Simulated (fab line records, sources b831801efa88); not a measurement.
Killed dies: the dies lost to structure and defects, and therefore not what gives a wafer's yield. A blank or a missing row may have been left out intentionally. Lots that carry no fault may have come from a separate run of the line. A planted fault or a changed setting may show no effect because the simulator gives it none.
Which tool is to blame? / flow sky130 / 14 lots, 42 wafers sampled, at 4 steps of a route of 708

== WHAT EACH GAUGE READ, for each wafer ==
SKY_LI_CONTACT_CD_MEAS_12: target cd 170 nm. Usual: 169.7 nm for cd nm, sd 1.5.
lot=L258; measured=day 29 09:40; on=cd sem-01; cd nm (nm)=170.1 169.1 168.9; flag=
lot=L259; measured=day 29 14:26; on=cd sem-02; cd nm (nm)=170.4 170.7 168.7; flag=
lot=L261; measured=day 30 09:30; on=cd sem-02; cd nm (nm)=169.6 168.4 168.0; flag=
lot=L263; measured=day 31 04:13; on=cd sem-02; cd nm (nm)=168.3 167.2 168.8; flag=
lot=L266; measured=day 31 21:53; on=cd sem-01; cd nm (nm)=170.4 168.7 169.9; flag=
lot=L267; measured=day 32 06:49; on=cd sem-01; cd nm (nm)=171.1 169.8 171.3; flag=
lot=L269; measured=day 32 12:24; on=cd sem-02; cd nm (nm)=168.2 167.4 169.3; flag=
lot=L268; measured=day 32 14:20; on=cd sem-02; cd nm (nm)=168.2 167.5 168.7; flag=
lot=L270; measured=day 32 21:37; on=cd sem-02; cd nm (nm)=170.3 169.3 169.3; flag=
lot=L276; measured=day 35 07:20; on=cd sem-01; cd nm (nm)=172.4 171.6 171.2; flag=
lot=L277; measured=day 35 06:05; on=cd sem-01; cd nm (nm)=171.0 169.4 170.7; flag=
lot=L279; measured=day 35 23:57; on=cd sem-02; cd nm (nm)=171.2 171.1 170.2; flag=
lot=L280; measured=day 36 04:11; on=cd sem-02; cd nm (nm)=169.1 169.9 169.2; flag=
lot=L281; measured=day 36 13:01; on=cd sem-01; cd nm (nm)=171.1 170.9 171.5; flag=

== TOOL THAT RAN EACH LOT (tool first, then ch and the chambers of the sampled wafers, then the start) ==
lot=L258; SKY_POLY_GATE_ETCH_16=rie diel-04 ch 0,2,3, day 16 16:53; SKY_SD_N_PEB_05=litho track-04 ch 0, day 28 03:33; SKY_LI_CONTACT_CMP_02=cmp-01 ch 0,1,3, day 28 05:16
lot=L259; SKY_POLY_GATE_ETCH_16=rie diel-04 ch 0,2, day 16 22:17; SKY_SD_N_PEB_05=litho track-04 ch 0, day 28 07:48; SKY_LI_CONTACT_CMP_02=cmp-02 ch 0,2, day 28 09:28
lot=L261; SKY_POLY_GATE_ETCH_16=rie diel-04 ch 0,2,3, day 17 18:17; SKY_SD_N_PEB_05=litho track-01 ch 0, day 29 03:32; SKY_LI_CONTACT_CMP_02=cmp-01 ch 0,2, day 29 05:16
lot=L263; SKY_POLY_GATE_ETCH_16=rie diel-01 ch 0,1,2, day 18 15:35; SKY_SD_N_PEB_05=litho track-01 ch 0, day 29 22:56; SKY_LI_CONTACT_CMP_02=cmp-02 ch 0,1,2, day 30 00:40
lot=L266; SKY_POLY_GATE_ETCH_16=rie diel-02 ch 0,3, day 19 11:28; SKY_SD_N_PEB_05=litho track-01 ch 0, day 30 16:59; SKY_LI_CONTACT_CMP_02=cmp-02 ch 1,2,3, day 30 18:46
lot=L267; SKY_POLY_GATE_ETCH_16=rie diel-04 ch 0,2, day 19 16:44; SKY_SD_N_PEB_05=litho track-02 ch 0, day 31 01:18; SKY_LI_CONTACT_CMP_02=cmp-02 ch 0,2,3, day 31 03:05
lot=L269; SKY_POLY_GATE_ETCH_16=rie diel-02 ch 1,3, day 20 01:34; SKY_SD_N_PEB_05=litho track-04 ch 0, day 31 08:03; SKY_LI_CONTACT_CMP_02=cmp-01 ch 0,1, day 31 09:44
lot=L268; SKY_POLY_GATE_ETCH_16=rie diel-04 ch 2,3, day 20 01:47; SKY_SD_N_PEB_05=litho track-02 ch 0, day 31 08:30; SKY_LI_CONTACT_CMP_02=cmp-02 ch 1,2,3, day 31 10:16
lot=L270; SKY_POLY_GATE_ETCH_16=rie diel-01 ch 0,1,3, day 20 14:43; SKY_SD_N_PEB_05=litho track-04 ch 0, day 31 16:15; SKY_LI_CONTACT_CMP_02=cmp-02 ch 2,3, day 31 17:52
lot=L276; SKY_POLY_GATE_ETCH_16=rie diel-04 ch 0,1,2, day 23 06:14; SKY_SD_N_PEB_05=litho track-04, day 34 03:01; SKY_LI_CONTACT_CMP_02=cmp-01 ch 0,2,3, day 34 04:40
lot=L277; SKY_POLY_GATE_ETCH_16=rie diel-02 ch 0,1, day 23 06:35; SKY_SD_N_PEB_05=litho track-01, day 34 02:00; SKY_LI_CONTACT_CMP_02=cmp-02 ch 0,2, day 34 03:40
lot=L279; SKY_POLY_GATE_ETCH_16=rie diel-01 ch 2,3, day 24 00:08; SKY_SD_N_PEB_05=litho track-02 ch 0, day 34 20:27; SKY_LI_CONTACT_CMP_02=cmp-01 ch 0,1, day 34 22:11
lot=L280; SKY_POLY_GATE_ETCH_16=rie diel-01 ch 0,1,3, day 24 10:14; SKY_SD_N_PEB_05=litho track-01 ch 0, day 35 00:23; SKY_LI_CONTACT_CMP_02=cmp-02 ch 0,1,3, day 35 02:23
lot=L281; SKY_POLY_GATE_ETCH_16=rie diel-04 ch 0,1,3, day 24 15:14; SKY_SD_N_PEB_05=litho track-04 ch 0, day 35 08:21; SKY_LI_CONTACT_CMP_02=cmp-01 ch 1,3, day 35 09:59
- SKY_POLY_GATE_ETCH_16: etches Si3N4 in CH3F/O2, stops on poly-Si, time 147.5 s, target depth 75 nm.
- SKY_SD_N_PEB_05
- SKY_LI_CONTACT_CMP_02: polishes PSG.

== WHAT THE TOOLS THEMSELVES READ (means of the sampled wafers that have a number; where no wafer has one, the mark that the record gives instead) ==
SKY_POLY_GATE_ETCH_16. Usual: drypump motor current A 5.5 A, standard deviation 0.34; oes product au 0.641 a.u., standard deviation 0.0051; throttle valve pct 10.535 %, standard deviation 0.0098.
lot=L258; tool=rie diel-04; drypump motor current A (A)=5.3; oes product au (a.u.)=0.642; throttle valve pct (%)=10.543; flag=
lot=L259; tool=rie diel-04; drypump motor current A (A)=5.3; oes product au (a.u.)=0.639; throttle valve pct (%)=10.535; flag=
lot=L261; tool=rie diel-04; drypump motor current A (A)=5.3; oes product au (a.u.)=0.642; throttle valve pct (%)=10.535; flag=
lot=L263; tool=rie diel-01; drypump motor current A (A)=5.7; oes product au (a.u.)=0.642; throttle valve pct (%)=10.532; flag=
lot=L266; tool=rie diel-02; drypump motor current A (A)=5.6; oes product au (a.u.)=0.645; throttle valve pct (%)=10.534; flag=
lot=L267; tool=rie diel-04; drypump motor current A (A)=5.3; oes product au (a.u.)=0.640; throttle valve pct (%)=10.531; flag=
lot=L269; tool=rie diel-02; drypump motor current A (A)=5.9; oes product au (a.u.)=0.639; throttle valve pct (%)=10.538; flag=
lot=L268; tool=rie diel-04; drypump motor current A (A)=5.3; oes product au (a.u.)=0.643; throttle valve pct (%)=10.530; flag=
lot=L270; tool=rie diel-01; drypump motor current A (A)=5.6; oes product au (a.u.)=0.634; throttle valve pct (%)=10.528; flag=
lot=L276; tool=rie diel-04; drypump motor current A (A)=5.2; oes product au (a.u.)=0.647; throttle valve pct (%)=10.534; flag=
lot=L277; tool=rie diel-02; drypump motor current A (A)=5.8; oes product au (a.u.)=0.643; throttle valve pct (%)=10.529; flag=
lot=L279; tool=rie diel-01; drypump motor current A (A)=5.9; oes product au (a.u.)=0.644; throttle valve pct (%)=10.542; flag=
lot=L280; tool=rie diel-01; drypump motor current A (A)=5.6; oes product au (a.u.)=0.638; throttle valve pct (%)=10.531; flag=
lot=L281; tool=rie diel-04; drypump motor current A (A)=5.2; oes product au (a.u.)=0.642; throttle valve pct (%)=10.536; flag=

SKY_SD_N_PEB_05. Usual: 44.8 Pa for exhaust pa, sd 0.87.
lot=L258; tool=litho track-04; exhaust pa (Pa)=44.2; flag=
lot=L259; tool=litho track-04; exhaust pa (Pa)=44.6; flag=
lot=L261; tool=litho track-01; exhaust pa (Pa)=45.6; flag=
lot=L263; tool=litho track-01; exhaust pa (Pa)=44.0; flag=
lot=L266; tool=litho track-01; exhaust pa (Pa)=45.0; flag=
lot=L267; tool=litho track-02; exhaust pa (Pa)=44.6; flag=
lot=L269; tool=litho track-04; exhaust pa (Pa)=44.3; flag=
lot=L268; tool=litho track-02; exhaust pa (Pa)=44.1; flag=
lot=L270; tool=litho track-04; exhaust pa (Pa)=45.1; flag=
lot=L276; tool=litho track-04; exhaust pa (Pa)=-; flag=OFF
lot=L277; tool=litho track-01; exhaust pa (Pa)=-; flag=OFF
lot=L279; tool=litho track-02; exhaust pa (Pa)=45.7; flag=
lot=L280; tool=litho track-01; exhaust pa (Pa)=45.6; flag=
lot=L281; tool=litho track-04; exhaust pa (Pa)=44.7; flag=

SKY_LI_CONTACT_CMP_02. Usual: motor current A 12.1 A, standard deviation 1.3; time to endpoint s 32.8 s, standard deviation 2.
lot=L258; tool=cmp-01; motor current A (A)=12.1; time to endpoint s (s)=33.2; flag=
lot=L259; tool=cmp-02; motor current A (A)=12.5; time to endpoint s (s)=31.5; flag=
lot=L261; tool=cmp-01; motor current A (A)=12.5; time to endpoint s (s)=33.6; flag=
lot=L263; tool=cmp-02; motor current A (A)=12.9; time to endpoint s (s)=31.6; flag=
lot=L266; tool=cmp-02; motor current A (A)=11.8; time to endpoint s (s)=33.3; flag=
lot=L267; tool=cmp-02; motor current A (A)=12.0; time to endpoint s (s)=34.3; flag=
lot=L269; tool=cmp-01; motor current A (A)=10.6; time to endpoint s (s)=35.6; flag=
lot=L268; tool=cmp-02; motor current A (A)=11.6; time to endpoint s (s)=29.6; flag=
lot=L270; tool=cmp-02; motor current A (A)=11.1; time to endpoint s (s)=30.8; flag=
lot=L276; tool=cmp-01; motor current A (A)=12.6; time to endpoint s (s)=34.7; flag=
lot=L277; tool=cmp-02; motor current A (A)=11.5; time to endpoint s (s)=35.1; flag=
lot=L279; tool=cmp-01; motor current A (A)=10.8; time to endpoint s (s)=33.0; flag=
lot=L280; tool=cmp-02; motor current A (A)=12.7; time to endpoint s (s)=29.4; flag=
lot=L281; tool=cmp-01; motor current A (A)=13.0; time to endpoint s (s)=31.0; flag=

== THE ANSWER, worked out from the rows above alone ==
Rule: a lot is off if the mean of its wafers that have a number lies more than 3 standard deviations from the usual mean. A lot without any number at a reading at which 4 lots or more have one is off too. Where the step has rows for the other lots, those lots are counted as sound. First the gauges in route order, then the tools' own readings, where a lot's mean is used as printed above. At the first step where some lot is off, the reading lying furthest off is the one used; lots without a number count as furthest.
Off at SKY_SD_N_PEB_05 (exhaust pa): L276, L277. Without a number there: L276, L277.
If a tool, at that step or one of the process steps before it, ran each lot that is off and ran no sound lot following the first of them, it fits. No candidate that was tried fits.

== WHAT THE SIMULATOR HAD PUT IN ==
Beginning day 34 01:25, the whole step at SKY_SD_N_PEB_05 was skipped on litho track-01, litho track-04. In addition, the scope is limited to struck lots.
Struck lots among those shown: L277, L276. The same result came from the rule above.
